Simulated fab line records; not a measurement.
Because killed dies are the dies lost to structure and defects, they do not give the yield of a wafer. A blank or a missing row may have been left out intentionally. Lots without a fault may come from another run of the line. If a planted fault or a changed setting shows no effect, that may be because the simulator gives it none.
fab line records -- flow sfq-line
[record] lots = 14, wafers = 42, last-day = 80
route steps=325 shown M7@282
lots untouched by any fault: they come from a run of this same line in which no faults occurred
start-h: start of the lot's first displayed wafer, in hours after the record's first day -- wait-h: hours elapsed since this lot's preceding step -- " repeats the value in the row above -- L1.1+2: a row that stands for several wafers -- - no value, or no start given -- * or withheld: withheld -- < > ~ a bound
route shown NAME@n: names a module that has steps shown in the file, with the first one's number in the route -- usual: the fault-free wafers' mean and standard deviation -- same: alike in all rows -- chamber/n: place in a boat -- sites: each site's reading -- _std_site: the standard deviation of these -- _edge_site: mean of outer sites minus mean of inner sites -- radius-mm: how far each site lies from the wafer's centre -- mask NAME#n: copy n -- behind: the tool/chamber that last shaped the wafer -- hold: what put the lot on hold/how long, in hours/how the hold closed -- device: which transistor (n, p or np) failed to switch -- end of line: the tests these same wafers got at the end of their route -- for a step that has no rows: nothing shown but its recipe -- killed: at the first sort, the dies lost to defects and structure; wafer yield is something else -- map: a wafer's dies, x killed, . not, _ none there
set.NAME: the setting the step ran with; set.NAME@STEP: the setting that earlier step ran with -- model.NAME: the simulator's own value behind a step, which no gauge read
a sample of lots followed through the steps of the route, with each step as a table and each wafer as a row
services: from which hour (start-h, from the record's first day; less than 0 if before it) a tool's chamber was out of use, for how many hours, and why
[[steps]]
[step SFQ_TRILAYER_M7_DEP_SPUTTER_175]
[recipe] material = Nb, base-pressure-pa = 1.33e-06, chamber-pressure-pa = 0.1333, substrate-temp-c = 20, target-thk-nm = 200, power-w = 2000, time-s = 133.3
[usual] cathode-dc-power-W = 2000.0/0.37, throttle-valve-pct = 30.0/1.1
lot.wafer,tool,chamber,start-h,wait-h,cathode-dc-power-W,throttle-valve-pct
L535.1,pvd-sputter-03,-,1593.70,0.0,1999.8,29.4
L535.4,pvd-sputter-03,-,1593.70,0.0,1999.5,30.7
L535.6,pvd-sputter-03,-,1593.70,0.0,1999.9,29.7
L536.1,pvd-sputter-05,-,1684.76,0.0,2000.2,29.0
L536.3,pvd-sputter-05,-,1684.76,0.0,2000.4,29.2
L536.5,pvd-sputter-05,-,1684.76,0.0,1999.5,29.2
L537.2,pvd-sputter-03,-,1685.96,0.0,2000.9,29.9
L537.4,pvd-sputter-03,-,1685.96,0.0,2000.3,30.3
L537.5,pvd-sputter-03,-,1685.96,0.0,2000.0,29.5
L538.1,pvd-sputter-04,-,1732.75,0.0,2000.0,28.9
L538.3,pvd-sputter-04,-,1732.75,0.0,1999.9,30.6
L538.4,pvd-sputter-04,-,1732.75,0.0,1999.8,31.9
L540.2,pvd-sputter-04,-,1744.75,0.0,1999.8,31.2
L540.4,pvd-sputter-04,-,1744.75,0.0,2000.2,28.9
L540.6,pvd-sputter-04,-,1744.75,0.0,1999.8,32.3
L541.1,pvd-sputter-04,-,1748.35,0.0,2000.4,28.8
L541.4,pvd-sputter-04,-,1748.35,0.0,1999.9,31.9
L541.5,pvd-sputter-04,-,1748.35,0.0,1999.6,31.9
L542.2,pvd-sputter-05,-,1749.55,0.0,2000.2,29.2
L542.4,pvd-sputter-05,-,1749.55,0.0,2000.8,29.7
L542.5,pvd-sputter-05,-,1749.55,0.0,1999.7,28.8
L543.1,pvd-sputter-04,-,1750.76,0.0,1999.9,30.7
L543.2,pvd-sputter-04,-,1750.76,0.0,2000.5,31.0
L543.5,pvd-sputter-04,-,1750.76,0.0,2000.1,30.5
L548.2,pvd-sputter-05,-,1766.35,0.0,2000.1,29.4
L548.3,pvd-sputter-05,-,1766.35,0.0,2000.4,28.8
L548.6,pvd-sputter-05,-,1766.35,0.0,2000.5,29.1
L551.1,pvd-sputter-05,-,1777.99,0.0,2347.7,28.6
L551.2,pvd-sputter-05,-,1777.99,0.0,2347.8,29.1
L551.5,pvd-sputter-05,-,1777.99,0.0,2347.8,29.7
L553.1,pvd-sputter-05,-,1782.55,0.0,2348.4,28.6
L553.2,pvd-sputter-05,-,1782.55,0.0,2347.1,29.2
L553.6,pvd-sputter-05,-,1782.55,0.0,2348.0,28.8
L554.2,pvd-sputter-03,-,1784.35,0.0,1999.8,29.1
L554.5,pvd-sputter-03,-,1784.35,0.0,2000.3,30.4
L554.6,pvd-sputter-03,-,1784.35,0.0,1999.9,29.3
L555.2,pvd-sputter-03,-,1786.15,0.0,2000.4,30.0
L555.4,pvd-sputter-03,-,1786.15,0.0,1999.9,30.2
L555.6,pvd-sputter-03,-,1786.15,0.0,2000.0,29.9
L556.1,pvd-sputter-04,-,1786.75,0.0,2000.4,31.0
L556.2,pvd-sputter-04,-,1786.75,0.0,1999.8,30.7
L556.3,pvd-sputter-04,-,1786.75,0.0,2000.1,31.9
[step SFQ_M7_RS_MEAS_943]
[recipe] thk-meas-gauge = four-point-probe, reads = Nb_of_TRILAYER_M7_DEP_SPUTTER_175
[usual] M7_NB_RS = 0.891/0.012
lot.wafer,tool,chamber,start-h,wait-h,hold,M7_NB_RS[ohm/sq]
L535.1,film-metro-03,-,1593.79,0.0,-,0.886
L535.4,film-metro-03,-,1593.79,0.0,-,0.892
L535.6,film-metro-03,-,1593.79,0.0,-,0.878
L536.1,film-metro-01,-,1684.85,0.0,-,0.896
L536.3,film-metro-01,-,1684.85,0.0,-,0.882
L536.5,film-metro-01,-,1684.85,0.0,-,0.884
L537.2,film-metro-03,-,1686.07,0.1,-,0.891
L537.4,film-metro-03,-,1686.07,0.1,-,0.897
L537.5,film-metro-03,-,1686.07,0.1,-,0.887
L538.1,film-metro-03,-,1732.84,0.0,-,0.907
L538.3,film-metro-03,-,1732.84,0.0,-,0.898
L538.4,film-metro-03,-,1732.84,0.0,-,0.887
L540.2,film-metro-03,-,1744.86,0.1,-,0.886
L540.4,film-metro-03,-,1744.86,0.1,-,0.890
L540.6,film-metro-03,-,1744.86,0.1,-,0.881
L541.1,film-metro-01,-,1748.44,0.0,-,0.889
L541.4,film-metro-01,-,1748.44,0.0,-,0.873
L541.5,film-metro-01,-,1748.44,0.0,-,0.872
L542.2,film-metro-03,-,1749.66,0.1,-,0.901
L542.4,film-metro-03,-,1749.66,0.1,-,0.904
L542.5,film-metro-03,-,1749.66,0.1,-,0.909
L543.1,film-metro-03,-,1750.85,0.0,-,0.894
L543.2,film-metro-03,-,1750.85,0.0,-,0.893
L543.5,film-metro-03,-,1750.85,0.0,-,0.892
L548.2,film-metro-03,-,1766.46,0.1,-,0.906
L548.3,film-metro-03,-,1766.46,0.1,-,0.911
L548.6,film-metro-03,-,1766.46,0.1,-,0.908
L551.1,film-metro-01,-,1778.08,0.0,await-dispo/0.2h/release,0.775
L551.2,film-metro-01,-,1778.08,0.0,await-dispo/0.2h/release,0.773
L551.5,film-metro-01,-,1778.08,0.0,await-dispo/0.2h/release,0.774
L551.1,film-metro-01,-,1778.37,0.3,-,0.772
L551.2,film-metro-01,-,1778.37,0.3,-,0.772
L551.5,film-metro-01,-,1778.37,0.3,-,0.774
L553.1,film-metro-03,-,1782.64,0.0,await-dispo/0.2h/release,0.775
L553.2,film-metro-03,-,1782.64,0.0,await-dispo/0.2h/release,0.762
L553.6,film-metro-03,-,1782.64,0.0,await-dispo/0.2h/release,0.773
L553.1,film-metro-03,-,1782.92,0.3,-,0.773
L553.2,film-metro-03,-,1782.92,0.3,-,0.762
L553.6,film-metro-03,-,1782.92,0.3,-,0.774
L554.2,film-metro-03,-,1784.46,0.1,-,0.880
L554.5,film-metro-03,-,1784.46,0.1,-,0.898
L554.6,film-metro-03,-,1784.46,0.1,-,0.891
L555.2,film-metro-01,-,1786.26,0.1,-,0.889
L555.4,film-metro-01,-,1786.26,0.1,-,0.886
L555.6,film-metro-01,-,1786.26,0.1,-,0.884
L556.1,film-metro-01,-,1786.84,0.0,-,0.878
L556.2,film-metro-01,-,1786.84,0.0,-,0.881
L556.3,film-metro-01,-,1786.84,0.0,-,0.876
[step SFQ_TRILAYER_M7_ETCH_METAL_ETCH_180]
[recipe] target = Nb, stop-on = SiO2, mask-material = PR, chemistry = Cl2/Ar, target-depth-nm = 240, icp-w = 600, bias-w = 80, pressure-mtorr = 10, time-s = 120
[usual] drypump-motor-current-A = 6.0/0.45, he-backside-leak-sccm = 3.43/0.27, oes-product-au = 0.893/0.0079
lot.wafer,tool,chamber,start-h,wait-h,drypump-motor-current-A,he-backside-leak-sccm,oes-product-au,rf-hours-counter-h
L535.1,rie-metal-02,1,1683.87,0.0,6.3,3.02,0.895,19
L535.4,rie-metal-02,1,1683.87,0.0,6.3,3.20,0.892,-
L535.6,rie-metal-02,1,1683.87,0.0,6.3,3.12,0.901,-
L536.1,rie-metal-02,0,1760.47,0.0,6.5,3.59,0.887,141
L536.3,rie-metal-02,0,1760.47,0.0,6.5,3.76,0.901,-
L536.5,rie-metal-02,1,1760.47,0.0,6.3,3.28,0.896,-
L537.2,rie-metal-03,1,1762.87,0.0,6.1,3.91,0.891,133
L537.4,rie-metal-03,0,1762.87,0.0,5.4,3.36,0.886,-
L537.5,rie-metal-03,1,1762.87,0.0,6.1,3.97,0.902,-
L538.1,rie-metal-01,0,1818.15,0.0,5.3,3.37,0.885,26
L538.3,rie-metal-01,0,1818.15,0.0,5.3,3.20,0.885,-
L538.4,rie-metal-01,1,1818.15,0.0,6.3,3.43,0.888,-
L540.2,rie-metal-02,1,1826.55,0.0,6.3,3.18,0.896,45
L540.4,rie-metal-02,0,1826.55,0.0,6.5,3.61,0.889,-
L540.6,rie-metal-02,1,1826.55,0.0,6.3,3.24,0.899,-
L541.1,rie-metal-03,0,1832.73,0.1,5.5,3.28,0.891,81
L541.4,rie-metal-03,0,1832.73,0.1,5.5,3.22,0.902,-
L541.5,rie-metal-03,0,1832.73,0.1,5.5,3.17,0.903,-
L542.2,rie-metal-02,0,1833.87,0.0,6.5,3.26,0.890,4
L542.4,rie-metal-02,1,1833.87,0.0,6.3,3.13,0.888,-
L542.5,rie-metal-02,0,1833.87,0.0,6.5,3.27,0.884,-
L543.1,rie-metal-01,1,1835.07,0.0,6.3,3.36,0.886,17
L543.2,rie-metal-01,0,1835.07,0.0,5.3,3.41,0.894,28
L543.5,rie-metal-01,0,1835.07,0.0,5.3,3.35,0.899,-
L548.2,rie-metal-02,0,1851.87,0.0,6.5,3.44,0.888,7
L548.3,rie-metal-02,1,1851.87,0.0,6.3,3.16,0.883,-
L548.6,rie-metal-02,0,1851.87,0.0,6.5,3.47,0.887,-
L551.1,rie-metal-01,0,1866.27,0.0,5.3,3.37,0.964,33
L551.2,rie-metal-01,1,1866.27,0.0,6.2,3.47,0.974,22
L551.5,rie-metal-01,1,1866.27,0.0,6.3,3.49,0.964,-
L553.1,rie-metal-02,0,1872.27,0.0,6.5,3.50,0.979,10
L553.2,rie-metal-02,1,1872.27,0.0,6.3,3.26,0.975,51
L553.6,rie-metal-02,1,1872.27,0.0,6.3,3.28,0.978,-
L554.2,rie-metal-02,0,1876.00,0.0,6.5,3.41,0.894,10
L554.5,rie-metal-02,1,1876.00,0.0,6.3,3.42,0.888,-
L554.6,rie-metal-02,0,1876.00,0.0,6.5,3.76,0.894,-
L555.2,rie-metal-01,1,1879.60,0.0,6.3,3.37,0.896,24
L555.4,rie-metal-01,1,1879.60,0.0,6.3,3.39,0.896,-
L555.6,rie-metal-01,0,1879.60,0.0,5.3,3.27,0.890,-
L556.1,rie-metal-03,0,1880.80,0.0,5.5,3.18,0.903,90
L556.2,rie-metal-03,1,1880.80,0.0,6.1,3.50,0.898,6
L556.3,rie-metal-03,0,1880.80,0.0,5.5,3.19,0.909,-
[[services]]
tool,chamber,start-h,hours,kind
rie-metal-03,-,1578.28,2.8,pm
pvd-sputter-03,-,1584.75,2.4,repair
pvd-sputter-04,-,1593.58,2.0,repair
pvd-sputter-05,-,1595.69,2.0,repair
pvd-sputter-05,-,1643.40,3.2,repair
pvd-sputter-04,-,1646.25,0.6,repair
pvd-sputter-03,-,1667.81,1.1,repair
rie-metal-02,1,1677.42,5.2,repair
pvd-sputter-04,2,1708.43,-,consumable-replace:kit
pvd-sputter-04,2,1708.43,18.0,scheduled-down
pvd-sputter-04,2,1708.43,18.0,vent-cycle
pvd-sputter-03,-,1714.95,0.5,repair
rie-metal-01,1,1763.97,1.0,repair
pvd-sputter-03,-,1766.30,5.8,repair
rie-metal-02,0,1768.00,-,clean
rie-metal-02,0,1768.00,-,consumable-replace:focus-ring
rie-metal-02,0,1768.00,22.4,scheduled-down
rie-metal-02,0,1768.00,22.4,vent-cycle
pvd-sputter-03,-,1768.28,2.9,repair
rie-metal-01,-,1774.68,4.0,pm
pvd-sputter-04,-,1778.89,1.6,repair
pvd-sputter-05,3,1792.11,-,consumable-replace:kit
rie-metal-02,-,1810.60,1.4,pm
pvd-sputter-04,-,1873.04,8.8,repair
[[key]]
[first-sign] step = SFQ_TRILAYER_M7_DEP_SPUTTER_175, reading = cathode-dc-power-W, direction = up, sigmas = 99+, usual = 2000.0, struck = 2347.8
[effect] step = SFQ_M7_RS_MEAS_943, reading = visit, direction = added
[effect] step = SFQ_M7_RS_MEAS_943, reading = M7_NB_RS, direction = down, sigmas = 9.8, usual = 0.891, struck = 0.772
[effect] step = SFQ_TRILAYER_M7_ETCH_METAL_ETCH_180, reading = oes-product-au, direction = up, sigmas = 10, usual = 0.893, struck = 0.972
met-at SFQ_TRILAYER_M7_DEP_SPUTTER_175
struck-lots L551,L553
onset-between 1766.35 1777.99
[fault] kind = process-parameter-drift, tool = pvd-sputter-05, chamber = -, onset-h = 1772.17, steps = SFQ_TRILAYER_M7_DEP_SPUTTER_175, channel = power-w, offset = 347.76, shape = step, end-h = 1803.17, acts-in = these-recipes-only, stated = 2000
